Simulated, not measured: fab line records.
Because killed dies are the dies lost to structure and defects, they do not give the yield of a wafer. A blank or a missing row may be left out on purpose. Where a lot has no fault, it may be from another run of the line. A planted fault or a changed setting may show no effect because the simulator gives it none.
Which tool is to blame? || flow sky130 || 30 wafers from 10 lots sampled at 6 of the route's 708 steps

WHAT THE GAUGES READ, wafer by wafer
SKY_SPACER_THK_MEAS_01.
{"lot": "L366", "measured": "day 23 14:43", "on": "filmMetro-03", "SPACER_CVD_00_THK (nm)": "43.5 43.1 43.5"}
{"lot": "L367", "measured": "day 23 19:51", "on": "filmMetro-04", "SPACER_CVD_00_THK (nm)": "43.6 43.5 43.6"}
{"lot": "L368", "measured": "day 24 00:34", "on": "filmMetro-04", "SPACER_CVD_00_THK (nm)": "43.2 43.1 42.8"}
{"lot": "L370", "measured": "day 24 18:22", "on": "filmMetro-04", "SPACER_CVD_00_THK (nm)": "43.3 43.3 43.0"}
{"lot": "L371", "measured": "day 24 21:11", "on": "filmMetro-03", "SPACER_CVD_00_THK (nm)": "43.3 43.4 43.0"}
{"lot": "L377", "measured": "day 27 07:46", "on": "filmMetro-04", "SPACER_CVD_00_THK (nm)": "43.2 43.0 43.3"}
{"lot": "L380", "measured": "day 28 05:56", "on": "filmMetro-03", "SPACER_CVD_00_THK (nm)": "42.9 42.8 42.7"}
{"lot": "L382", "measured": "day 28 18:50", "on": "filmMetro-02", "SPACER_CVD_00_THK (nm)": "42.8 42.9 42.4"}
{"lot": "L383", "measured": "day 29 07:53", "on": "filmMetro-03", "SPACER_CVD_00_THK (nm)": "42.8 43.0 42.6"}
{"lot": "L386", "measured": "day 29 23:26", "on": "filmMetro-04", "SPACER_CVD_00_THK (nm)": "43.7 43.7 43.9"}

SKY_RES_XHIGH_TW_MEAS_09.
{"lot": "L366", "measured": "day 27 08:29", "on": "filmMetro-04", "RES_XHIGH_TW": "1659 1649 1660"}
{"lot": "L367", "measured": "day 27 13:04", "on": "filmMetro-01", "RES_XHIGH_TW": "1627 1630 1631"}
{"lot": "L368", "measured": "day 27 17:59", "on": "filmMetro-04", "RES_XHIGH_TW": "1661 1654 1664"}
{"lot": "L370", "measured": "day 28 09:51", "on": "filmMetro-01", "RES_XHIGH_TW": "1629 1625 1621"}
{"lot": "L371", "measured": "day 28 14:38", "on": "filmMetro-03", "RES_XHIGH_TW": "1649 1651 1654"}
{"lot": "L377", "measured": "day 30 21:58", "on": "filmMetro-01", "RES_XHIGH_TW": "1999 1996 1995"}
{"lot": "L380", "measured": "day 31 18:40", "on": "filmMetro-04", "RES_XHIGH_TW": "2048 2048 2034"}
{"lot": "L382", "measured": "day 32 07:13", "on": "filmMetro-03", "RES_XHIGH_TW": "1665 1664 1661"}
{"lot": "L383", "measured": "day 32 20:58", "on": "filmMetro-01", "RES_XHIGH_TW": "1626 1632 1633"}
{"lot": "L386", "measured": "day 33 12:15", "on": "filmMetro-01", "RES_XHIGH_TW": "1627 1629 1620"}

SKY_SD_N_RS_MEAS_18: a four-point-probe measurement.
{"lot": "L366", "measured": "day 28 14:24", "on": "filmMetro-03", "RES_XHIGH_RS (ohm/sq)": "332.1 332.2 332.6"}
{"lot": "L367", "measured": "day 28 18:59", "on": "filmMetro-03", "RES_XHIGH_RS (ohm/sq)": "331.3 331.9 330.5"}
{"lot": "L368", "measured": "day 28 23:15", "on": "filmMetro-03", "RES_XHIGH_RS (ohm/sq)": "332.6 332.5 332.2"}
{"lot": "L370", "measured": "day 29 15:36", "on": "filmMetro-01", "RES_XHIGH_RS (ohm/sq)": "333.9 332.8 333.3"}
{"lot": "L371", "measured": "day 29 20:16", "on": "filmMetro-04", "RES_XHIGH_RS (ohm/sq)": "335.2 334.2 333.7"}
{"lot": "L377", "measured": "day 32 02:46", "on": "filmMetro-01", "RES_XHIGH_RS (ohm/sq)": "205.1 205.6 205.8"}
{"lot": "L380", "measured": "day 32 23:40", "on": "filmMetro-04", "RES_XHIGH_RS (ohm/sq)": "204.0 204.3 204.4"}
{"lot": "L382", "measured": "day 33 11:36", "on": "filmMetro-01", "RES_XHIGH_RS (ohm/sq)": "334.8 335.6 336.8"}
{"lot": "L383", "measured": "day 34 00:12", "on": "filmMetro-01", "RES_XHIGH_RS (ohm/sq)": "333.8 334.5 333.2"}
{"lot": "L386", "measured": "day 34 16:18", "on": "filmMetro-04", "RES_XHIGH_RS (ohm/sq)": "333.5 332.4 332.9"}

EACH LOT AND THE TOOL THAT RAN IT (in order: tool; ch and the chambers of the sampled wafers; start)
{"lot": "L366", "SKY_POLY_GATE_ETCH_16": "rieDiel-01 ch 2,3, day 17 00:32", "SKY_RES_XHIGH_IMPLANT_07": "implanter-01 ch 0, day 27 08:14", "SKY_RES_XHIGH_STRIP_08": "plasmaAsher-02 ch 0,1, day 27 08:23"}
{"lot": "L367", "SKY_POLY_GATE_ETCH_16": "rieDiel-03 ch 1,2, day 17 00:53", "SKY_RES_XHIGH_IMPLANT_07": "implanter-03 ch 0, day 27 12:50", "SKY_RES_XHIGH_STRIP_08": "plasmaAsher-01 ch 0,1, day 27 12:57"}
{"lot": "L368", "SKY_POLY_GATE_ETCH_16": "rieDiel-03 ch 0,1,2, day 17 06:44", "SKY_RES_XHIGH_IMPLANT_07": "implanter-02 ch 0, day 27 17:44", "SKY_RES_XHIGH_STRIP_08": "plasmaAsher-01 ch 0,1, day 27 17:53"}
{"lot": "L370", "SKY_POLY_GATE_ETCH_16": "rieDiel-01 ch 1,2,3, day 18 03:28", "SKY_RES_XHIGH_IMPLANT_07": "implanter-02 ch 0, day 28 09:37", "SKY_RES_XHIGH_STRIP_08": "plasmaAsher-02 ch 0,1, day 28 09:44"}
{"lot": "L371", "SKY_POLY_GATE_ETCH_16": "rieDiel-01 ch 0,2, day 18 05:50", "SKY_RES_XHIGH_IMPLANT_07": "implanter-03 ch 0, day 28 14:24", "SKY_RES_XHIGH_STRIP_08": "plasmaAsher-01 ch 0,1, day 28 14:31"}
{"lot": "L377", "SKY_POLY_GATE_ETCH_16": "rieDiel-02 ch 1,3, day 20 18:49", "SKY_RES_XHIGH_IMPLANT_07": "implanter-03 ch 0, day 30 21:25", "SKY_RES_XHIGH_STRIP_08": "plasmaAsher-01 ch 0,1, day 30 21:52"}
{"lot": "L380", "SKY_POLY_GATE_ETCH_16": "rieDiel-01 ch 1,2,3, day 21 19:59", "SKY_RES_XHIGH_IMPLANT_07": "implanter-03 ch 0, day 31 18:07", "SKY_RES_XHIGH_STRIP_08": "plasmaAsher-01 ch 0,1, day 31 18:33"}
{"lot": "L382", "SKY_POLY_GATE_ETCH_16": "rieDiel-02 ch 0,2,3, day 22 08:10", "SKY_RES_XHIGH_IMPLANT_07": "implanter-01 ch 0, day 32 06:58", "SKY_RES_XHIGH_STRIP_08": "plasmaAsher-01 ch 0,1, day 32 07:07"}
{"lot": "L383", "SKY_POLY_GATE_ETCH_16": "rieDiel-02 ch 0,2,3, day 22 22:23", "SKY_RES_XHIGH_IMPLANT_07": "implanter-03 ch 0, day 32 20:43", "SKY_RES_XHIGH_STRIP_08": "plasmaAsher-04 ch 0,1, day 32 20:52"}
{"lot": "L386", "SKY_POLY_GATE_ETCH_16": "rieDiel-01 ch 1,2,3, day 23 14:11", "SKY_RES_XHIGH_IMPLANT_07": "implanter-01 ch 0, day 33 12:03", "SKY_RES_XHIGH_STRIP_08": "plasmaAsher-04 ch 0,1, day 33 12:10"}
- SKY_POLY_GATE_ETCH_16: etches Si3N4 in CH3F/O2, stops on poly-Si, time 147.5 s, target depth 75 nm.
- SKY_RES_XHIGH_IMPLANT_07
- SKY_RES_XHIGH_STRIP_08: strips in O2/N2.

WHAT THE TOOLS THEMSELVES READ (means of the sampled wafers that have a number; where no wafer has one, the mark that the record gives instead)
SKY_POLY_GATE_ETCH_16.
{"lot": "L366", "tool": "rieDiel-01", "drypumpMotorCurrentA (A)": 5.5, "oesProductAu (a.u.)": 0.642, "rfFwdPowerW (W)": 397.1, "throttleValvePct (%)": 10.536}
{"lot": "L367", "tool": "rieDiel-03", "drypumpMotorCurrentA (A)": 5.4, "oesProductAu (a.u.)": 0.636, "rfFwdPowerW (W)": 397.6, "throttleValvePct (%)": 10.538}
{"lot": "L368", "tool": "rieDiel-03", "drypumpMotorCurrentA (A)": 5.6, "oesProductAu (a.u.)": 0.647, "rfFwdPowerW (W)": 397.1, "throttleValvePct (%)": 10.529}
{"lot": "L370", "tool": "rieDiel-01", "drypumpMotorCurrentA (A)": 5.9, "oesProductAu (a.u.)": 0.643, "rfFwdPowerW (W)": 398.1, "throttleValvePct (%)": 10.538}
{"lot": "L371", "tool": "rieDiel-01", "drypumpMotorCurrentA (A)": 5.2, "oesProductAu (a.u.)": 0.644, "rfFwdPowerW (W)": 399.7, "throttleValvePct (%)": 10.531}
{"lot": "L377", "tool": "rieDiel-02", "drypumpMotorCurrentA (A)": 5.9, "oesProductAu (a.u.)": 0.648, "rfFwdPowerW (W)": 399.2, "throttleValvePct (%)": 10.532}
{"lot": "L380", "tool": "rieDiel-01", "drypumpMotorCurrentA (A)": 5.9, "oesProductAu (a.u.)": 0.640, "rfFwdPowerW (W)": 399.3, "throttleValvePct (%)": 10.527}
{"lot": "L382", "tool": "rieDiel-02", "drypumpMotorCurrentA (A)": 5.2, "oesProductAu (a.u.)": 0.647, "rfFwdPowerW (W)": 398.3, "throttleValvePct (%)": 10.535}
{"lot": "L383", "tool": "rieDiel-02", "drypumpMotorCurrentA (A)": 5.2, "oesProductAu (a.u.)": 0.642, "rfFwdPowerW (W)": 399.9, "throttleValvePct (%)": 10.528}
{"lot": "L386", "tool": "rieDiel-01", "drypumpMotorCurrentA (A)": 6.0, "oesProductAu (a.u.)": 0.645, "rfFwdPowerW (W)": 397.7, "throttleValvePct (%)": 10.535}

SKY_RES_XHIGH_IMPLANT_07.
{"lot": "L366", "tool": "implanter-01", "beamEnergyKeV": 19.995}
{"lot": "L367", "tool": "implanter-03", "beamEnergyKeV": 20.000}
{"lot": "L368", "tool": "implanter-02", "beamEnergyKeV": 19.998}
{"lot": "L370", "tool": "implanter-02", "beamEnergyKeV": 20.006}
{"lot": "L371", "tool": "implanter-03", "beamEnergyKeV": 19.999}
{"lot": "L377", "tool": "implanter-03", "beamEnergyKeV": 20.000}
{"lot": "L380", "tool": "implanter-03", "beamEnergyKeV": 20.001}
{"lot": "L382", "tool": "implanter-01", "beamEnergyKeV": 19.992}
{"lot": "L383", "tool": "implanter-03", "beamEnergyKeV": 20.000}
{"lot": "L386", "tool": "implanter-01", "beamEnergyKeV": 19.999}

SKY_RES_XHIGH_STRIP_08.
{"lot": "L366", "tool": "plasmaAsher-02", "drypumpMotorCurrentA (A)": 5.6, "oesProductAu (a.u.)": 0.716, "stripTimeToEndpointS (s)": 14.22}
{"lot": "L367", "tool": "plasmaAsher-01", "drypumpMotorCurrentA (A)": 6.1, "oesProductAu (a.u.)": 0.707, "stripTimeToEndpointS (s)": 14.29}
{"lot": "L368", "tool": "plasmaAsher-01", "drypumpMotorCurrentA (A)": 6.1, "oesProductAu (a.u.)": 0.711, "stripTimeToEndpointS (s)": 14.28}
{"lot": "L370", "tool": "plasmaAsher-02", "drypumpMotorCurrentA (A)": 5.7, "oesProductAu (a.u.)": 0.711, "stripTimeToEndpointS (s)": 14.27}
{"lot": "L371", "tool": "plasmaAsher-01", "drypumpMotorCurrentA (A)": 6.1, "oesProductAu (a.u.)": 0.708, "stripTimeToEndpointS (s)": 14.29}
{"lot": "L377", "tool": "plasmaAsher-01", "drypumpMotorCurrentA (A)": 6.1, "oesProductAu (a.u.)": 0.688, "stripTimeToEndpointS (s)": 15.04}
{"lot": "L380", "tool": "plasmaAsher-01", "drypumpMotorCurrentA (A)": 6.3, "oesProductAu (a.u.)": 0.689, "stripTimeToEndpointS (s)": 15.12}
{"lot": "L382", "tool": "plasmaAsher-01", "drypumpMotorCurrentA (A)": 6.1, "oesProductAu (a.u.)": 0.713, "stripTimeToEndpointS (s)": 14.28}
{"lot": "L383", "tool": "plasmaAsher-04", "drypumpMotorCurrentA (A)": 6.3, "oesProductAu (a.u.)": 0.709, "stripTimeToEndpointS (s)": 14.24}
{"lot": "L386", "tool": "plasmaAsher-04", "drypumpMotorCurrentA (A)": 6.3, "oesProductAu (a.u.)": 0.711, "stripTimeToEndpointS (s)": 14.32}

THE ANSWER, worked out from the rows above alone
Rule: the usual values come from the lots themselves. Put in order of their means at a reading, lots are off if they are a third of the lots or fewer, leave a main group of 4 or more, and stand apart from it by a gap of 3 or more times the standard deviation of the main group's means; of several such gaps the widest counts. The tables above print the reading to a certain number of digits; a main group whose means all agree to those digits is not used. Also off: a lot with no number at a reading for which 4 or more lots have one. The other lots that the step has rows for count as sound. Order of review: gauges by route order, followed by the tools' own readings, for which a lot's mean as printed above is used. The first step at which some lot is off is used, and at that step the reading that is off furthest; a lot without a number counts as furthest.
Off: L377, L380, seen at SKY_RES_XHIGH_TW_MEAS_09 (RES_XHIGH_TW). The main group has a mean of 1643 with a standard deviation of 15.
If a tool, at a process step before that reading, ran all the lots that are off and no sound lot after the first of them, it fits. Not tried: the gauges at SKY_RES_XHIGH_TW_MEAS_09; whatever is off there is also off at SKY_RES_XHIGH_STRIP_08, on other tools, and gauge error can't account for it. Of those tried, none fits.

WHAT WAS PUT IN BY THE SIMULATOR
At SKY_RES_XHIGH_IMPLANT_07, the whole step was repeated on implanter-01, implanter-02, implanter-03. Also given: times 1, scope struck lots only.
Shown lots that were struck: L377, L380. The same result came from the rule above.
